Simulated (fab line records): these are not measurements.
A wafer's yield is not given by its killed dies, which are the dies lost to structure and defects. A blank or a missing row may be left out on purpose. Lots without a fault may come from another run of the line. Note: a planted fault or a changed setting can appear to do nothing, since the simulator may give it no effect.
Which tool did it? || flow sky130 || 15 lots with 45 wafers sampled at 6 steps, on a route of 708 steps

== WHAT THE GAUGES SHOWED, per wafer ==
SKY_FIELD_ISO_THK_MEAS_25. Usual: FIELD_ISO_CVD_24_THK typically reads 593 nm, with standard deviation 5.9.
{"lot": "L273", "measured": "day 2 07:43", "on": "film metro-03", "FIELD_ISO_CVD_24_THK (nm)": "606 594 597", "flag": ""}
{"lot": "L274", "measured": "day 2 14:35", "on": "film metro-03", "FIELD_ISO_CVD_24_THK (nm)": "582 582 574", "flag": ""}
{"lot": "L275", "measured": "day 2 19:08", "on": "film metro-03", "FIELD_ISO_CVD_24_THK (nm)": "598 596 596", "flag": ""}
{"lot": "L277", "measured": "day 3 04:19", "on": "film metro-02", "FIELD_ISO_CVD_24_THK (nm)": "603 594 603", "flag": ""}
{"lot": "L282", "measured": "day 4 08:31", "on": "film metro-02", "FIELD_ISO_CVD_24_THK (nm)": "593 592 586", "flag": ""}
{"lot": "L283", "measured": "day 4 10:52", "on": "film metro-03", "FIELD_ISO_CVD_24_THK (nm)": "593 598 596", "flag": ""}
{"lot": "L284", "measured": "day 4 17:59", "on": "film metro-04", "FIELD_ISO_CVD_24_THK (nm)": "591 596 592", "flag": ""}
{"lot": "L288", "measured": "day 5 15:43", "on": "film metro-04", "FIELD_ISO_CVD_24_THK (nm)": "597 596 588", "flag": ""}
{"lot": "L289", "measured": "day 5 18:50", "on": "film metro-04", "FIELD_ISO_CVD_24_THK (nm)": "597 600 601", "flag": ""}
{"lot": "L290", "measured": "day 5 23:53", "on": "film metro-03", "FIELD_ISO_CVD_24_THK (nm)": "603 602 597", "flag": ""}
{"lot": "L291", "measured": "day 6 07:30", "on": "film metro-04", "FIELD_ISO_CVD_24_THK (nm)": "599 593 596", "flag": ""}
{"lot": "L292", "measured": "day 6 10:10", "on": "film metro-02", "FIELD_ISO_CVD_24_THK (nm)": "589 601 602", "flag": ""}
{"lot": "L294", "measured": "day 6 21:31", "on": "film metro-04", "FIELD_ISO_CVD_24_THK (nm)": "592 592 585", "flag": ""}
{"lot": "L295", "measured": "day 7 07:02", "on": "film metro-04", "FIELD_ISO_CVD_24_THK (nm)": "591 591 592", "flag": ""}
{"lot": "L296", "measured": "day 7 14:04", "on": "film metro-04", "FIELD_ISO_CVD_24_THK (nm)": "580 589 589", "flag": ""}

SKY_NWELL_THK_MEAS_02. Usual: NWELL_OXIDATION_THK typically reads 9.99 nm, with standard deviation 0.17.
{"lot": "L273", "measured": "day 2 15:49", "on": "film metro-01", "NWELL_OXIDATION_THK (nm)": "10.17 9.81 10.09", "flag": ""}
{"lot": "L274", "measured": "day 2 23:05", "on": "film metro-02", "NWELL_OXIDATION_THK (nm)": "10.03 10.15 10.28", "flag": ""}
{"lot": "L275", "measured": "day 3 03:33", "on": "film metro-01", "NWELL_OXIDATION_THK (nm)": "9.97 10.03 10.07", "flag": ""}
{"lot": "L277", "measured": "day 3 09:56", "on": "film metro-04", "NWELL_OXIDATION_THK (nm)": "9.87 9.95 10.13", "flag": ""}
{"lot": "L282", "measured": "day 4 15:09", "on": "film metro-01", "NWELL_OXIDATION_THK (nm)": "10.00 10.14 10.16", "flag": ""}
{"lot": "L283", "measured": "day 4 17:04", "on": "film metro-04", "NWELL_OXIDATION_THK (nm)": "9.90 9.80 9.77", "flag": ""}
{"lot": "L284", "measured": "day 4 21:53", "on": "film metro-02", "NWELL_OXIDATION_THK (nm)": "9.98 9.72 9.76", "flag": ""}
{"lot": "L288", "measured": "day 5 19:41", "on": "film metro-01", "NWELL_OXIDATION_THK (nm)": "10.06 10.09 9.97", "flag": ""}
{"lot": "L289", "measured": "day 6 00:29", "on": "film metro-01", "NWELL_OXIDATION_THK (nm)": "10.05 10.22 10.17", "flag": ""}
{"lot": "L290", "measured": "day 6 04:44", "on": "film metro-01", "NWELL_OXIDATION_THK (nm)": "9.82 9.94 9.86", "flag": ""}
{"lot": "L291", "measured": "day 6 13:02", "on": "film metro-02", "NWELL_OXIDATION_THK (nm)": "9.85 9.87 9.73", "flag": ""}
{"lot": "L292", "measured": "day 6 14:25", "on": "film metro-02", "NWELL_OXIDATION_THK (nm)": "9.85 9.88 9.82", "flag": ""}
{"lot": "L294", "measured": "day 7 02:07", "on": "film metro-04", "NWELL_OXIDATION_THK (nm)": "10.00 10.00 9.82", "flag": ""}
{"lot": "L295", "measured": "day 7 11:47", "on": "film metro-01", "NWELL_OXIDATION_THK (nm)": "10.00 10.09 9.96", "flag": ""}
{"lot": "L296", "measured": "day 7 19:17", "on": "film metro-01", "NWELL_OXIDATION_THK (nm)": "10.00 10.13 10.05", "flag": ""}

SKY_PWDE_OVL_MEAS_07. Usual: PWDE_OVL typically reads -1.0 nm, with standard deviation 1.3.
{"lot": "L273", "measured": "day 3 22:11", "on": "overlay-02", "PWDE_OVL (nm)": "-0.6 -1.4 -1.1", "flag": ""}
{"lot": "L274", "measured": "day 4 05:46", "on": "overlay-02", "PWDE_OVL (nm)": "-0.5 -2.9 -4.2", "flag": ""}
{"lot": "L275", "measured": "day 4 12:01", "on": "overlay-02", "PWDE_OVL (nm)": "-0.4 0.2 -0.9", "flag": ""}
{"lot": "L277", "measured": "day 4 18:50", "on": "overlay-02", "PWDE_OVL (nm)": "-0.2 0.5 -0.1", "flag": ""}
{"lot": "L282", "measured": "day 6 01:35", "on": "overlay-02", "PWDE_OVL (nm)": "- - -", "flag": "OFF"}
{"lot": "L283", "measured": "day 6 04:02", "on": "overlay-02", "PWDE_OVL (nm)": "- - -", "flag": "OFF"}
{"lot": "L284", "measured": "day 6 08:34", "on": "overlay-01", "PWDE_OVL (nm)": "- - -", "flag": "OFF"}
{"lot": "L288", "measured": "day 7 10:01", "on": "overlay-01", "PWDE_OVL (nm)": "-0.9 -1.5 -1.6", "flag": ""}
{"lot": "L289", "measured": "day 7 14:10", "on": "overlay-02", "PWDE_OVL (nm)": "0.3 0.6 0.9", "flag": ""}
{"lot": "L290", "measured": "day 7 20:04", "on": "overlay-02", "PWDE_OVL (nm)": "-0.2 -2.1 -1.5", "flag": ""}
{"lot": "L291", "measured": "day 8 04:32", "on": "overlay-02", "PWDE_OVL (nm)": "0.6 1.8 -0.3", "flag": ""}
{"lot": "L292", "measured": "day 8 06:28", "on": "overlay-01", "PWDE_OVL (nm)": "-1.2 -1.8 -0.7", "flag": ""}
{"lot": "L294", "measured": "day 8 18:45", "on": "overlay-01", "PWDE_OVL (nm)": "-1.8 -1.4 -2.1", "flag": ""}
{"lot": "L295", "measured": "day 9 04:55", "on": "overlay-01", "PWDE_OVL (nm)": "-1.1 0.4 -0.1", "flag": ""}
{"lot": "L296", "measured": "day 9 14:02", "on": "overlay-02", "PWDE_OVL (nm)": "0.3 0.7 -0.8", "flag": ""}

SKY_NWELL_OVL_MEAS_23. Usual: NWELL_01_OVL typically reads 0.2 nm, with standard deviation 1.6.
{"lot": "L273", "measured": "day 5 08:02", "on": "overlay-01", "NWELL_01_OVL (nm)": "1.4 0.1 0.7", "flag": ""}
{"lot": "L274", "measured": "day 5 15:16", "on": "overlay-02", "NWELL_01_OVL (nm)": "0.4 0.3 0.8", "flag": ""}
{"lot": "L275", "measured": "day 5 23:46", "on": "overlay-02", "NWELL_01_OVL (nm)": "-1.5 -0.4 -2.3", "flag": ""}
{"lot": "L277", "measured": "day 6 07:34", "on": "overlay-02", "NWELL_01_OVL (nm)": "2.8 -0.1 1.1", "flag": ""}
{"lot": "L282", "measured": "day 7 16:28", "on": "overlay-02", "NWELL_01_OVL (nm)": "-1.4 -1.0 -1.5", "flag": ""}
{"lot": "L283", "measured": "day 7 19:34", "on": "overlay-01", "NWELL_01_OVL (nm)": "-0.4 -1.0 -0.9", "flag": ""}
{"lot": "L284", "measured": "day 8 00:52", "on": "overlay-02", "NWELL_01_OVL (nm)": "4.5 3.1 3.2", "flag": ""}
{"lot": "L288", "measured": "day 9 04:34", "on": "overlay-02", "NWELL_01_OVL (nm)": "-0.3 -0.9 -0.6", "flag": ""}
{"lot": "L289", "measured": "day 9 08:19", "on": "overlay-02", "NWELL_01_OVL (nm)": "2.3 3.6 2.9", "flag": ""}
{"lot": "L290", "measured": "day 9 14:23", "on": "overlay-02", "NWELL_01_OVL (nm)": "2.0 2.7 2.4", "flag": ""}
{"lot": "L291", "measured": "day 10 00:04", "on": "overlay-02", "NWELL_01_OVL (nm)": "1.4 2.5 -0.2", "flag": ""}
{"lot": "L292", "measured": "day 10 02:25", "on": "overlay-02", "NWELL_01_OVL (nm)": "0.8 -0.1 0.1", "flag": ""}
{"lot": "L294", "measured": "day 10 16:49", "on": "overlay-02", "NWELL_01_OVL (nm)": "0.1 -0.2 -0.8", "flag": ""}
{"lot": "L295", "measured": "day 11 02:43", "on": "overlay-01", "NWELL_01_OVL (nm)": "1.8 -0.7 0.3", "flag": ""}
{"lot": "L296", "measured": "day 11 12:34", "on": "overlay-02", "NWELL_01_OVL (nm)": "-2.2 -0.9 -1.0", "flag": ""}

SKY_NWELL_TW_MEAS_26. Usual: NWELL_2_TW typically reads 499.8, with standard deviation 2.7.
{"lot": "L273", "measured": "day 5 08:19", "on": "film metro-01", "NWELL_2_TW": "497.5 501.9 501.2", "flag": ""}
{"lot": "L274", "measured": "day 5 15:33", "on": "film metro-02", "NWELL_2_TW": "495.0 495.2 495.6", "flag": ""}
{"lot": "L275", "measured": "day 6 00:02", "on": "film metro-01", "NWELL_2_TW": "505.2 500.3 502.4", "flag": ""}
{"lot": "L277", "measured": "day 6 07:50", "on": "film metro-04", "NWELL_2_TW": "499.3 499.3 499.9", "flag": ""}
{"lot": "L282", "measured": "day 7 16:44", "on": "film metro-01", "NWELL_2_TW": "556.3 555.4 557.6", "flag": "OFF"}
{"lot": "L283", "measured": "day 7 19:52", "on": "film metro-04", "NWELL_2_TW": "554.9 555.8 555.3", "flag": "OFF"}
{"lot": "L284", "measured": "day 8 01:09", "on": "film metro-01", "NWELL_2_TW": "554.4 555.7 554.1", "flag": "OFF"}
{"lot": "L288", "measured": "day 9 04:52", "on": "film metro-01", "NWELL_2_TW": "496.9 497.5 499.5", "flag": ""}
{"lot": "L289", "measured": "day 9 08:35", "on": "film metro-01", "NWELL_2_TW": "497.6 501.5 501.7", "flag": ""}
{"lot": "L290", "measured": "day 9 14:41", "on": "film metro-04", "NWELL_2_TW": "503.0 501.6 504.4", "flag": ""}
{"lot": "L291", "measured": "day 10 00:20", "on": "film metro-04", "NWELL_2_TW": "502.6 504.2 501.4", "flag": ""}
{"lot": "L292", "measured": "day 10 02:41", "on": "film metro-02", "NWELL_2_TW": "496.0 499.1 500.5", "flag": ""}
{"lot": "L294", "measured": "day 10 17:07", "on": "film metro-04", "NWELL_2_TW": "505.5 501.1 504.3", "flag": ""}
{"lot": "L295", "measured": "day 11 02:59", "on": "film metro-04", "NWELL_2_TW": "497.6 500.2 496.4", "flag": ""}
{"lot": "L296", "measured": "day 11 12:50", "on": "film metro-01", "NWELL_2_TW": "496.1 498.2 495.2", "flag": ""}

== TOOL THAT RAN EACH LOT (tool first, then ch and the chambers of the sampled wafers, then the start) ==
{"lot": "L273", "SKY_PWDE_COAT_02": "litho track-04 ch 0, day 3 14:20"}
{"lot": "L274", "SKY_PWDE_COAT_02": "litho track-02 ch 0, day 3 21:31"}
{"lot": "L275", "SKY_PWDE_COAT_02": "litho track-04 ch 0, day 4 03:49"}
{"lot": "L277", "SKY_PWDE_COAT_02": "litho track-04 ch 0, day 4 10:22"}
{"lot": "L282", "SKY_PWDE_COAT_02": "litho track-04, day 5 15:55"}
{"lot": "L283", "SKY_PWDE_COAT_02": "litho track-02, day 5 18:38"}
{"lot": "L284", "SKY_PWDE_COAT_02": "litho track-04, day 5 23:47"}
{"lot": "L288", "SKY_PWDE_COAT_02": "litho track-04 ch 0, day 6 23:28"}
{"lot": "L289", "SKY_PWDE_COAT_02": "litho track-04 ch 0, day 7 04:10"}
{"lot": "L290", "SKY_PWDE_COAT_02": "litho track-01 ch 0, day 7 09:38"}
{"lot": "L291", "SKY_PWDE_COAT_02": "litho track-02 ch 0, day 7 18:05"}
{"lot": "L292", "SKY_PWDE_COAT_02": "litho track-02 ch 0, day 7 20:14"}
{"lot": "L294", "SKY_PWDE_COAT_02": "litho track-02 ch 0, day 8 07:46"}
{"lot": "L295", "SKY_PWDE_COAT_02": "litho track-04 ch 0, day 8 18:07"}
{"lot": "L296", "SKY_PWDE_COAT_02": "litho track-01 ch 0, day 9 02:55"}
- SKY_PWDE_COAT_02: resist thk 3000 nm.

== WHAT THE TOOLS THEMSELVES READ (means of the sampled wafers that have a number; where no wafer has one, the mark that the record gives instead) ==
SKY_PWDE_COAT_02. Usual: chill plate temp C 22.99 C, standard deviation 0.11; dispense pressure kPa 46 kPa, standard deviation 3.8; exhaust pa 45.0 Pa, standard deviation 0.84.
{"lot": "L273", "tool": "litho track-04", "chill plate temp C (C)": 22.86, "dispense pressure kPa (kPa)": 43, "exhaust pa (Pa)": 45.7, "flag": ""}
{"lot": "L274", "tool": "litho track-02", "chill plate temp C (C)": 22.83, "dispense pressure kPa (kPa)": 48, "exhaust pa (Pa)": 45.9, "flag": ""}
{"lot": "L275", "tool": "litho track-04", "chill plate temp C (C)": 23.05, "dispense pressure kPa (kPa)": 43, "exhaust pa (Pa)": 45.5, "flag": ""}
{"lot": "L277", "tool": "litho track-04", "chill plate temp C (C)": 22.89, "dispense pressure kPa (kPa)": 43, "exhaust pa (Pa)": 46.1, "flag": ""}
{"lot": "L282", "tool": "litho track-04", "chill plate temp C (C)": "-", "dispense pressure kPa (kPa)": "-", "exhaust pa (Pa)": "-", "flag": "OFF"}
{"lot": "L283", "tool": "litho track-02", "chill plate temp C (C)": "-", "dispense pressure kPa (kPa)": "-", "exhaust pa (Pa)": "-", "flag": "OFF"}
{"lot": "L284", "tool": "litho track-04", "chill plate temp C (C)": "-", "dispense pressure kPa (kPa)": "-", "exhaust pa (Pa)": "-", "flag": "OFF"}
{"lot": "L288", "tool": "litho track-04", "chill plate temp C (C)": 22.99, "dispense pressure kPa (kPa)": 43, "exhaust pa (Pa)": 45.5, "flag": ""}
{"lot": "L289", "tool": "litho track-04", "chill plate temp C (C)": 22.96, "dispense pressure kPa (kPa)": 43, "exhaust pa (Pa)": 45.8, "flag": ""}
{"lot": "L290", "tool": "litho track-01", "chill plate temp C (C)": 23.02, "dispense pressure kPa (kPa)": 53, "exhaust pa (Pa)": 45.0, "flag": ""}
{"lot": "L291", "tool": "litho track-02", "chill plate temp C (C)": 22.96, "dispense pressure kPa (kPa)": 48, "exhaust pa (Pa)": 44.9, "flag": ""}
{"lot": "L292", "tool": "litho track-02", "chill plate temp C (C)": 23.05, "dispense pressure kPa (kPa)": 48, "exhaust pa (Pa)": 44.8, "flag": ""}
{"lot": "L294", "tool": "litho track-02", "chill plate temp C (C)": 22.85, "dispense pressure kPa (kPa)": 48, "exhaust pa (Pa)": 44.6, "flag": ""}
{"lot": "L295", "tool": "litho track-04", "chill plate temp C (C)": 23.09, "dispense pressure kPa (kPa)": 43, "exhaust pa (Pa)": 45.8, "flag": ""}
{"lot": "L296", "tool": "litho track-01", "chill plate temp C (C)": 22.96, "dispense pressure kPa (kPa)": 53, "exhaust pa (Pa)": 45.2, "flag": ""}

== THE ANSWER, worked out from the rows above alone ==
Rule: a lot is off if the mean of its wafers that have a number lies more than 3 standard deviations from the usual mean. Also off: a lot with no number at a reading for which 4 or more lots have one. All remaining lots with rows at the step are treated as sound. First the gauges in route order, then the tools' own readings, where a lot's mean is used as printed above. The first step at which some lot is off is used, and at that step the reading that is off furthest; a lot without a number counts as furthest.
Off: L282, L283, L284, at SKY_PWDE_OVL_MEAS_07 (PWDE_OVL). Without a number there: L282, L283, L284.
If a tool, at a process step before that reading, ran all the lots that are off and no sound lot after the first of them, it fits. Not tried: the gauges at SKY_PWDE_OVL_MEAS_07; whatever is off there is also off at SKY_NWELL_TW_MEAS_26, on other tools, and gauge error can't account for it. None of those tried fits.

== WHAT HAD BEEN PUT IN BY THE SIMULATOR ==
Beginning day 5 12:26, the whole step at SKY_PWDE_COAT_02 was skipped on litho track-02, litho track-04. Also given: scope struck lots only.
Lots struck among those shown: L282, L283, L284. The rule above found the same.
